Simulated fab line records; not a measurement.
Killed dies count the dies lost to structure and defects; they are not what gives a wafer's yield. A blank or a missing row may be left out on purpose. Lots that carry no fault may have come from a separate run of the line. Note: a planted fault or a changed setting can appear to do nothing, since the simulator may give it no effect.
fab line records ; flow sky130
record lots=6; wafers=18; last_day=49
route steps=708 shown LDD_N@252 LDD_P@255 LDD_HVN@267 PAD_OPEN@708
lots that met no fault: taken from a fault-free run of the same line
start_h: start of the lot's first displayed wafer, in hours after the record's first day ; wait_h: hours from the lot's prior step to this one ; " as in the row above ; L1.1+2: several wafers, shown together as one row ; - either no value or no given start ; * or withheld: withheld ; < > ~ a bound
route shown NAME@n: NAME is a module with steps in the file, n the number in the route of the first one ; usual: mean/standard deviation taken from wafers without a fault ; same: alike in all rows ; chamber/n: place in a boat ; sites: each site's reading ; _std_site: their standard deviation ; _edge_site: the outer-site mean with the inner-site mean subtracted ; radius_mm: how far each site lies from the wafer's centre ; mask NAME#n: copy n ; behind: tool/chamber where the wafer was last shaped ; hold: what put the lot on hold/how long, in hours/how the hold closed ; device: whichever transistor did not switch (one of n, p or np) ; end of line: tests of these same wafers at the route's end ; a step without rows: its recipe alone ; killed: the dies lost at the first sort to structure and to defects; this is not the yield of the wafer ; map: dies across one wafer; x = killed, . = not, _ = none there
set.NAME: the setting as run; set.NAME@STEP: as run at that earlier step ; model.NAME: the simulator's own value behind a step, which no gauge read
a table for each step, a row for each wafer; lots at some steps of the route
services: when a tool's chamber went out of use (start_h, in hours from the record's first day, below 0 if earlier), for how many hours, and the reason
## steps
# step SKY_LDD_N_IMPLANT_15
# recipe species=BF2; energy_kev=50; dose_cm2=5e+12; tilt_deg=30; rotation_deg=270
# step SKY_LDD_N_STRIP_16
# recipe chemistry=O2/N2; power_w=1400; pressure_mtorr=1500; platen_temp_c=withheld; o2_flow_sccm=3000; n2_flow_sccm=300; overash_fraction=0.5
# usual drypump_motor_current_A=5.8/0.42; oes_product_au=0.406/0.0044; strip_time_to_endpoint_s=4.310/0.013
lot.wafer;tool;chamber;start_h;wait_h;drypump_motor_current_A;oes_product_au;rf_hours_counter_h;strip_time_to_endpoint_s
L827.3;plasma_asher-04;1;414.43;0.1;5.7;0.410;-;4.305
L827.5;plasma_asher-04;1;414.43;0.1;5.7;0.401;-;4.321
L827.6;plasma_asher-04;0;414.43;0.1;6.0;0.402;-;4.303
L832.3;plasma_asher-01;0;452.63;0.1;6.1;0.404;-;4.342
L832.4;plasma_asher-01;1;452.63;0.1;5.2;0.406;-;4.327
L832.6;plasma_asher-01;0;452.63;0.1;6.2;0.412;-;4.323
L835.1;plasma_asher-03;0;487.29;0.1;5.2;0.411;38;4.310
L835.2;plasma_asher-03;1;487.29;0.1;6.3;0.404;38;4.320
L835.3;plasma_asher-03;1;487.29;0.1;6.3;0.406;-;4.282
L839.1;plasma_asher-03;0;525.69;0.1;5.2;0.416;43;4.294
L839.3;plasma_asher-03;0;525.69;0.1;5.2;0.398;-;4.293
L839.6;plasma_asher-03;1;525.69;0.1;6.3;0.410;-;4.317
L843.1;plasma_asher-03;0;549.19;0.1;5.2;0.405;45;4.329
L843.4;plasma_asher-03;0;549.19;0.1;5.2;0.414;-;4.339
L843.5;plasma_asher-03;0;549.19;0.1;5.2;0.406;-;4.310
L845.1;plasma_asher-01;1;559.94;0.1;5.2;0.401;74;4.326
L845.3;plasma_asher-01;0;559.94;0.1;6.1;0.397;-;4.313
L845.4;plasma_asher-01;1;559.94;0.1;5.2;0.407;-;4.306
# step SKY_LDD_N_TW_MEAS_17
# usual LDD_N_TW=2572/19
lot.wafer;tool;chamber;start_h;wait_h;LDD_N_TW
L827.3;film_metro-04;-;414.51;0.1;2575
L827.5;film_metro-04;-;414.51;0.1;2551
L827.6;film_metro-04;-;414.51;0.1;2575
L832.3;film_metro-02;-;452.71;0.1;2570
L832.4;film_metro-02;-;452.71;0.1;2570
L832.6;film_metro-02;-;452.71;0.1;2558
L835.1;film_metro-02;-;487.39;0.1;2606
L835.2;film_metro-02;-;487.39;0.1;2591
L835.3;film_metro-02;-;487.39;0.1;2595
L839.1;film_metro-04;-;525.79;0.1;2543
L839.3;film_metro-04;-;525.79;0.1;2566
L839.6;film_metro-04;-;525.79;0.1;2560
L843.1;film_metro-02;-;549.29;0.1;2571
L843.4;film_metro-02;-;549.29;0.1;2568
L843.5;film_metro-02;-;549.29;0.1;2576
L845.1;film_metro-02;-;560.04;0.1;2564
L845.3;film_metro-02;-;560.04;0.1;2576
L845.4;film_metro-02;-;560.04;0.1;2572
# step SKY_LDD_P_DEHYDRATE_00
# recipe temp_c=200; time_s=60
# step SKY_LDD_P_HMDS_01
# recipe prime_time_s=60; prime_temp_c=120
# step SKY_LDD_P_COAT_02
# recipe resist=NOVOLAK; spin_rpm=3000; resist_thk_nm=1140
# step SKY_LDD_P_SOFTBAKE_03
# recipe temp_c=90; time_s=60; resist=NOVOLAK
# step SKY_LDD_P_EXPOSE_04
# recipe mask_id=PSDM; na=0.6; source_shape=conventional; sigma_outer=0.6; polarization=unpolarized; target_cd_nm=380; dose_mj=138
# step SKY_LDD_P_PEB_05
# recipe temp_c=withheld; time_s=*; resist=NOVOLAK
# step SKY_LDD_P_DEVELOP_06
# recipe resist=NOVOLAK; developer=TMAH; develop_time_s=60; dev_temp_c=23
# step SKY_LDD_P_CD_MEAS_07
# recipe target_cd_nm=380
# usual cd_nm=380.1/2.9
lot.wafer;tool;chamber;start_h;wait_h;cd_nm
L827.3;cd_sem-01;-;445.10;0.1;380.6
L827.5;cd_sem-01;-;445.10;0.1;379.5
L827.6;cd_sem-01;-;445.10;0.1;381.5
L832.3;cd_sem-01;-;483.65;0.1;383.5
L832.4;cd_sem-01;-;483.65;0.1;381.7
L832.6;cd_sem-01;-;483.65;0.1;379.9
L835.1;cd_sem-02;-;518.03;0.1;377.7
L835.2;cd_sem-02;-;518.03;0.1;376.5
L835.3;cd_sem-02;-;518.03;0.1;376.3
L839.1;cd_sem-01;-;555.18;0.1;380.6
L839.3;cd_sem-01;-;555.18;0.1;378.4
L839.6;cd_sem-01;-;555.18;0.1;377.9
L843.1;cd_sem-01;-;579.48;0.1;379.1
L843.4;cd_sem-01;-;579.48;0.1;379.5
L843.5;cd_sem-01;-;579.48;0.1;378.2
L845.1;cd_sem-02;-;588.76;0.1;377.4
L845.3;cd_sem-02;-;588.76;0.1;376.9
L845.4;cd_sem-02;-;588.76;0.1;378.5
# step SKY_LDD_P_OVL_MEAS_08
# usual LDD_P_OVL=-1.0/1.5
lot.wafer;tool;chamber;start_h;wait_h;LDD_P_OVL[nm]
L827.3;overlay-02;-;445.19;0.1;-1.2
L827.5;overlay-02;-;445.19;0.1;1.1
L827.6;overlay-02;-;445.19;0.1;1.3
L832.3;overlay-02;-;483.74;0.1;-0.9
L832.4;overlay-02;-;483.74;0.1;-1.6
L832.6;overlay-02;-;483.74;0.1;-1.6
L835.1;overlay-02;-;518.15;0.1;0.3
L835.2;overlay-02;-;518.15;0.1;0.7
L835.3;overlay-02;-;518.15;0.1;-0.1
L839.1;overlay-02;-;555.30;0.1;-0.5
L839.3;overlay-02;-;555.30;0.1;0.7
L839.6;overlay-02;-;555.30;0.1;-0.1
L843.1;overlay-01;-;579.60;0.1;-2.7
L843.4;overlay-01;-;579.60;0.1;-2.5
L843.5;overlay-01;-;579.60;0.1;-2.0
L845.1;overlay-01;-;588.88;0.1;-2.6
L845.3;overlay-01;-;588.88;0.1;-0.2
L845.4;overlay-01;-;588.88;0.1;-2.9
# step SKY_LDD_P_IMPLANT_09
# recipe species=BF2; energy_kev=25; dose_cm2=1e+13; tilt_deg=withheld
# usual beam_on_s=10.03/0.19; dose_ions_cm2=9.998e+12/1.1e+10; faraday_current_uA=56.3/1.1
lot.wafer;tool;chamber;start_h;wait_h;beam_on_s;dose_ions_cm2;faraday_current_uA
L827.3;implanter-02;0;445.26;0.1;9.92;1e+13;56.7
L827.5;implanter-02;0;445.26;0.1;10.21;9.988e+12;55.1
L827.6;implanter-02;0;445.26;0.1;9.89;1.0005e+13;57.2
L832.3;implanter-02;0;483.81;0.1;9.91;9.984e+12;56.9
L832.4;implanter-02;0;483.81;0.1;9.85;1.0018e+13;57.4
L832.6;implanter-02;0;483.81;0.1;10.24;9.994e+12;54.7
L835.1;implanter-04;0;518.18;0.0;10.03;9.996e+12;56.4
L835.2;implanter-04;0;518.18;0.0;9.89;9.995e+12;56.9
L835.3;implanter-04;0;518.18;0.0;9.80;1.001e+13;57.4
L839.1;implanter-01;0;555.33;0.0;9.89;9.993e+12;57.1
L839.3;implanter-01;0;555.33;0.0;10.16;9.987e+12;55.6
L839.6;implanter-01;0;555.33;0.0;9.64;9.984e+12;58.2
L843.1;implanter-01;0;579.63;0.0;9.97;9.83e+11;5.7
L843.4;implanter-01;0;579.63;0.0;9.81;9.91e+11;5.8
L843.5;implanter-01;0;579.63;0.0;10.18;1.006e+12;5.5
L845.1;implanter-01;0;588.91;0.0;10.12;9.94e+11;5.6
L845.3;implanter-01;0;588.91;0.0;10.02;9.94e+11;5.6
L845.4;implanter-01;0;588.91;0.0;9.91;9.92e+11;5.7
# step SKY_LDD_P_STRIP_10
# recipe chemistry=O2/N2; power_w=1400; pressure_mtorr=1500; platen_temp_c=withheld; o2_flow_sccm=3000; n2_flow_sccm=300; overash_fraction=0.5
# usual drypump_motor_current_A=5.7/0.56; oes_product_au=0.716/0.0047; strip_time_to_endpoint_s=14.17/0.038
lot.wafer;tool;chamber;start_h;wait_h;drypump_motor_current_A;oes_product_au;rf_hours_counter_h;strip_time_to_endpoint_s
L827.3;plasma_asher-01;0;445.40;0.1;6.1;0.716;-;14.21
L827.5;plasma_asher-01;1;445.40;0.1;5.2;0.714;-;14.20
L827.6;plasma_asher-01;0;445.40;0.1;6.2;0.718;-;14.19
L832.3;plasma_asher-01;1;483.95;0.1;5.3;0.720;-;14.16
L832.4;plasma_asher-01;0;483.95;0.1;6.1;0.710;-;14.18
L832.6;plasma_asher-01;1;483.95;0.1;5.3;0.720;-;14.17
L835.1;plasma_asher-02;0;518.33;0.1;5.1;0.716;79;14.15
L835.2;plasma_asher-02;1;518.33;0.1;6.4;0.723;79;14.12
L835.3;plasma_asher-02;0;518.33;0.1;5.1;0.706;-;14.15
L839.1;plasma_asher-03;0;555.48;0.1;5.2;0.714;46;14.22
L839.3;plasma_asher-03;0;555.48;0.1;5.1;0.719;-;14.16
L839.6;plasma_asher-03;0;555.48;0.1;5.2;0.714;-;14.17
L843.1;plasma_asher-01;1;579.78;0.1;5.2;0.720;76;14.17
L843.4;plasma_asher-01;1;579.78;0.1;5.2;0.720;-;14.16
L843.5;plasma_asher-01;1;579.78;0.1;5.3;0.705;-;14.16
L845.1;plasma_asher-01;1;589.06;0.1;5.3;0.716;77;14.17
L845.3;plasma_asher-01;1;589.06;0.1;5.2;0.716;-;14.18
L845.4;plasma_asher-01;0;589.06;0.1;6.2;0.716;-;14.23
# step SKY_LDD_P_TW_MEAS_11
# usual LDD_P_TW=634/7.4
lot.wafer;tool;chamber;start_h;wait_h;LDD_P_TW
L827.3;film_metro-02;-;445.48;0.1;630
L827.5;film_metro-02;-;445.48;0.1;634
L827.6;film_metro-02;-;445.48;0.1;636
L832.3;film_metro-04;-;484.03;0.1;629
L832.4;film_metro-04;-;484.03;0.1;633
L832.6;film_metro-04;-;484.03;0.1;627
L835.1;film_metro-03;-;518.43;0.1;639
L835.2;film_metro-03;-;518.43;0.1;647
L835.3;film_metro-03;-;518.43;0.1;639
L839.1;film_metro-04;-;555.58;0.1;625
L839.3;film_metro-04;-;555.58;0.1;624
L839.6;film_metro-04;-;555.58;0.1;624
L843.1;film_metro-03;-;579.88;0.1;322
L843.4;film_metro-03;-;579.88;0.1;320
L843.5;film_metro-03;-;579.88;0.1;315
L845.1;film_metro-03;-;589.16;0.1;324
L845.3;film_metro-03;-;589.16;0.1;319
L845.4;film_metro-03;-;589.16;0.1;319
# step SKY_LDD_HVN_DEHYDRATE_00
# recipe temp_c=200; time_s=60
# step SKY_PAD_OPEN_PROBE_99
# usual killed_at_M0_to_M3=42/6.8; killed_at_M4_up=3.2/1.8; killed_at_contacts=25/5.4; killed_at_front_end=15/4.5; killed_at_other=0.3/0.56; killed_dies=85/9.7; killed_open=46/7.1; killed_short=39/6.5
# same gross_dies=492; killed_at_back_side=0
lot.wafer;tool;chamber;start_h;wait_h;killed_at_M0_to_M3;killed_at_M4_up;killed_at_contacts;killed_at_front_end;killed_at_other;killed_dies;killed_open;killed_short;model.etest.tip_p.rs_ohm_sq;model.etest.tip_p.rs_ohm_sq_range;model.etest.pfet_01v8.r_on_ohm_um;model.etest.tip_p.rs_ohm_sq_rim_less_centre;model.etest.pfet_01v8.drive_ua_um;model.etest.sram_pfet_latch.drive_ua_um;model.etest.pfet_01v8_hvt.drive_ua_um;model.etest.pfet_01v8_mvt.drive_ua_um
L827.3;prober-02;-;1084.78;0.2;48;3;22;24;0;97;52;45;6969;147.6;2900;21.76;190.8;139.4;140.6;151.1
L827.5;prober-02;-;1084.88;0.2;50;2;19;14;0;85;43;42;6900;238.5;2855;104.5;194.2;141.3;144.9;152.3
L827.6;prober-02;-;1084.93;0.2;42;3;27;13;0;85;40;45;6900;275.4;2918;31.86;192.9;136.7;143.2;152.2
L832.3;prober-01;-;1109.42;0.2;39;6;23;20;2;90;44;46;6805;212.7;2873;-169.2;194.8;145.6;144.1;152.7
L832.4;prober-01;-;1109.47;0.2;38;7;29;19;0;93;53;40;6861;233.4;2908;-170.1;193.5;138.9;143.8;150.8
L832.6;prober-01;-;1109.57;0.2;48;2;21;12;0;83;51;32;6878;233;2866;-192.6;196.4;147.6;146.7;153.1
L835.1;prober-02;-;1134.69;0.1;38;7;24;10;0;79;42;37;6961;213.3;2902;-107.3;189.7;137.8;142.4;150.4
L835.2;prober-02;-;1134.74;0.1;47;3;17;11;0;78;39;39;6987;186;2990;-52.32;185.9;126.3;138;147.1
L835.3;prober-02;-;1134.79;0.2;32;6;27;19;0;84;43;41;6920;235.7;2956;-106.5;185;136.4;138.2;147.6
L839.1;prober-01;-;1168.16;0.1;41;3;31;21;0;96;48;47;6943;126.5;2827;48.45;199.7;143;147.8;154.7
L839.3;prober-01;-;1168.26;0.2;52;4;25;20;0;101;56;45;6942;142;2910;-74.25;191;130.9;143.3;150.5
L839.6;prober-01;-;1168.41;0.2;40;1;25;27;0;93;55;37;6928;155.5;2838;14.65;195.5;138.9;146.7;155.6
L843.1;prober-01;-;1172.93;0.1;45;3;33;10;0;91;55;36;-;-;-;-;-;-;-;-
L843.4;prober-01;-;1173.08;0.2;51;3;31;20;1;106;49;57;-;-;-;-;-;-;-;-
L843.5;prober-01;-;1173.13;0.2;40;4;31;11;0;86;49;37;-;-;-;-;-;-;-;-
L845.1;prober-01;-;1176.23;0.1;42;2;28;17;0;89;41;48;5.507e+04;2957;3066;1333;178.9;137.3;134.6;146
L845.3;prober-01;-;1176.33;0.2;42;6;34;12;1;95;46;49;5.804e+04;2291;3096;-1689;176;131.8;130.3;143.3
L845.4;prober-01;-;1176.38;0.2;44;1;26;9;0;80;43;37;5.686e+04;2989;3040;801.9;180.9;136.5;133.8;147.4
# killed by level:class
L827.3 CONTACT:geometric_particle:open=9 VIA1:geometric_particle:short=8 VIA1:geometric_particle:open=8 POLY_GATE:geometric_particle:short=7 VIA2:geometric_particle:open=7 VIA3:geometric_particle:open=7 METAL2:geometric_particle:short=6 POLY_GATE:geometric_particle:open=5
L827.5 VIA1:geometric_particle:open=9 CONTACT:geometric_particle:open=8 VIA3:geometric_particle:open=7 VIA2:geometric_particle:open=6 FIELD_ISO:geometric_particle:short=5 VIA1:geometric_particle:short=5 METAL2:geometric_particle:short=5 LOCAL_INTERCONNECT:geometric_particle:short=4
L827.6 METAL1:geometric_particle:short=11 LI_CONTACT:geometric_particle:open=9 CONTACT:geometric_particle:open=8 CONTACT:geometric_particle:short=6 VIA3:geometric_particle:open=6 METAL2:geometric_particle:short=6 VIA1:geometric_particle:open=5 VIA2:geometric_particle:open=5
L832.3 LI_CONTACT:geometric_particle:open=8 FIELD_ISO:geometric_particle:short=7 CONTACT:geometric_particle:open=6 VIA2:geometric_particle:short=6 METAL1:geometric_particle:short=6 VIA1:geometric_particle:open=6 VIA2:geometric_particle:open=6 FIELD_ISO:geometric_particle:open=5
L832.4 CONTACT:geometric_particle:short=12 CONTACT:geometric_particle:open=11 VIA1:geometric_particle:open=9 FIELD_ISO:geometric_particle:open=8 VIA3:geometric_particle:open=7 FIELD_ISO:geometric_particle:short=5 LI_CONTACT:geometric_particle:open=4 METAL2:geometric_particle:short=4
L832.6 LI_CONTACT:geometric_particle:open=9 VIA1:geometric_particle:open=9 CONTACT:geometric_particle:open=8 VIA2:geometric_particle:open=6 METAL1:geometric_particle:short=6 VIA3:geometric_particle:short=6 VIA3:geometric_particle:open=5 FIELD_ISO:geometric_particle:open=3
L835.1 LI_CONTACT:geometric_particle:open=11 VIA1:geometric_particle:open=7 VIA1:geometric_particle:short=5 METAL2:geometric_particle:short=5 METAL4:geometric_particle:short=5 VIA2:geometric_particle:open=4 CONTACT:geometric_particle:open=4 METAL1:geometric_particle:short=4
L835.2 VIA1:geometric_particle:open=12 VIA2:geometric_particle:open=9 VIA1:geometric_particle:short=7 CONTACT:geometric_particle:short=6 METAL2:geometric_particle:short=6 LI_CONTACT:geometric_particle:open=4 VIA3:geometric_particle:open=4 FIELD_ISO:geometric_particle:short=3
L835.3 LI_CONTACT:geometric_particle:open=10 CONTACT:geometric_particle:open=7 FIELD_ISO:geometric_particle:short=5 METAL1:geometric_particle:short=5 VIA1:geometric_particle:open=5 VIA2:geometric_particle:short=5 FIELD_ISO:geometric_particle:open=4 POLY_GATE:geometric_particle:short=4
L839.1 METAL1:geometric_particle:short=10 VIA2:geometric_particle:open=9 CONTACT:geometric_particle:open=8 LI_CONTACT:geometric_particle:open=8 LI_CONTACT:geometric_particle:short=8 FIELD_ISO:geometric_particle:open=6 FIELD_ISO:geometric_particle:short=5 POLY_GATE:geometric_particle:open=5
L839.3 VIA1:geometric_particle:open=16 CONTACT:geometric_particle:open=8 METAL2:geometric_particle:short=8 VIA3:geometric_particle:open=6 VIA2:geometric_particle:open=6 LI_CONTACT:geometric_particle:short=5 LI_CONTACT:geometric_particle:open=5 METAL1:geometric_particle:short=5
L839.6 CONTACT:geometric_particle:open=10 VIA1:geometric_particle:open=10 VIA2:geometric_particle:open=10 POLY_GATE:geometric_particle:open=8 POLY_GATE:geometric_particle:short=6 METAL2:geometric_particle:short=6 FIELD_ISO:geometric_particle:open=5 LI_CONTACT:geometric_particle:open=5
L843.1 CONTACT:geometric_particle:open=15 METAL2:geometric_particle:short=10 VIA2:geometric_particle:open=9 LI_CONTACT:geometric_particle:open=7 VIA1:geometric_particle:open=6 METAL1:geometric_particle:short=6 CONTACT:geometric_particle:short=5 POLY_GATE:geometric_particle:open=4
L843.4 CONTACT:geometric_particle:open=12 METAL2:geometric_particle:short=11 VIA3:geometric_particle:open=8 VIA3:geometric_particle:short=8 LI_CONTACT:geometric_particle:open=7 FIELD_ISO:geometric_particle:short=6 VIA1:geometric_particle:short=6 POLY_GATE:geometric_particle:short=5
L843.5 CONTACT:geometric_particle:open=11 LI_CONTACT:geometric_particle:open=8 VIA3:geometric_particle:open=8 VIA2:geometric_particle:open=7 LOCAL_INTERCONNECT:geometric_particle:short=6 VIA1:geometric_particle:open=6 METAL2:geometric_particle:short=5 VIA1:geometric_particle:short=4
L845.1 CONTACT:geometric_particle:open=9 VIA2:geometric_particle:open=9 FIELD_ISO:geometric_particle:short=7 METAL1:geometric_particle:short=7 LI_CONTACT:geometric_particle:open=6 LOCAL_INTERCONNECT:geometric_particle:short=6 CONTACT:geometric_particle:short=6 POLY_GATE:geometric_particle:short=4
L845.3 LOCAL_INTERCONNECT:geometric_particle:short=10 CONTACT:geometric_particle:open=10 VIA2:geometric_particle:open=9 LI_CONTACT:geometric_particle:open=7 VIA3:geometric_particle:short=7 VIA1:geometric_particle:open=6 METAL4:geometric_particle:short=5 VIA2:geometric_particle:short=5
L845.4 VIA1:geometric_particle:open=10 LOCAL_INTERCONNECT:geometric_particle:short=7 CONTACT:geometric_particle:open=7 METAL1:geometric_particle:open=7 METAL1:geometric_particle:short=6 VIA3:geometric_particle:open=6 METAL2:geometric_particle:short=5 FIELD_ISO:geometric_particle:short=4
## services
tool;chamber;start_h;hours;kind
implanter-04;-;394.96;0.7;repair
plasma_asher-02;-;421.21;13.7;pm
plasma_asher-04;-;421.25;9.0;pm
plasma_asher-04;0;421.25;9.0;vent_cycle
plasma_asher-04;1;421.25;9.0;vent_cycle
plasma_asher-04;0;430.25;-;clean
plasma_asher-04;1;430.25;-;clean
implanter-01;-;444.61;27.2;pm
plasma_asher-01;-;466.19;2.4;repair
plasma_asher-04;-;483.96;14.6;pm
implanter-04;-;483.97;2.9;pm
plasma_asher-01;-;493.01;11.0;repair
implanter-01;-;505.43;21.1;pm
implanter-04;-;516.77;1.1;repair
implanter-01;-;527.04;5.8;pm
implanter-04;-;530.60;0.6;repair
implanter-01;-;536.79;6.6;repair
implanter-04;-;541.00;16.7;pm
implanter-02;-;569.21;3.7;repair
implanter-02;-;572.05;3.3;repair
implanter-04;-;572.44;2.6;repair
## key
first_sign step=SKY_LDD_P_IMPLANT_09; reading=dose_ions_cm2; direction=down; sigmas=99+; usual=*; struck=*
effect step=SKY_LDD_P_IMPLANT_09; reading=faraday_current_uA; direction=down; sigmas=48; usual=56.3; struck=5.6
effect step=SKY_LDD_P_TW_MEAS_11; reading=LDD_P_TW; direction=down; sigmas=43; usual=634; struck=320
model_effect step=SKY_PAD_OPEN_PROBE_99; value=etest.tip_p.rs_ohm_sq; without=6823; struck=5.666e+04
met_at SKY_LDD_P_IMPLANT_09
struck_wafers L843.1,L843.4,L843.5,L845.1,L845.3,L845.4
tester_left_out L843,L845
onset_between 555.33 579.63
fault kind=process_parameter_drift; tool=implanter-01; chamber=-; onset_h=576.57; steps=SKY_LDD_P_IMPLANT_09; channel=dose_cm2; offset=*; shape=step; end_h=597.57; acts_in=*; stated=*
# tester_left_out: of these lots the tester's yield and bins aren't shown, on N5 and GAA mostly nor the transistor test; their killed dies are dies lost to structure and defects alone, not to doping, threshold or leakage, so they don't give the yield
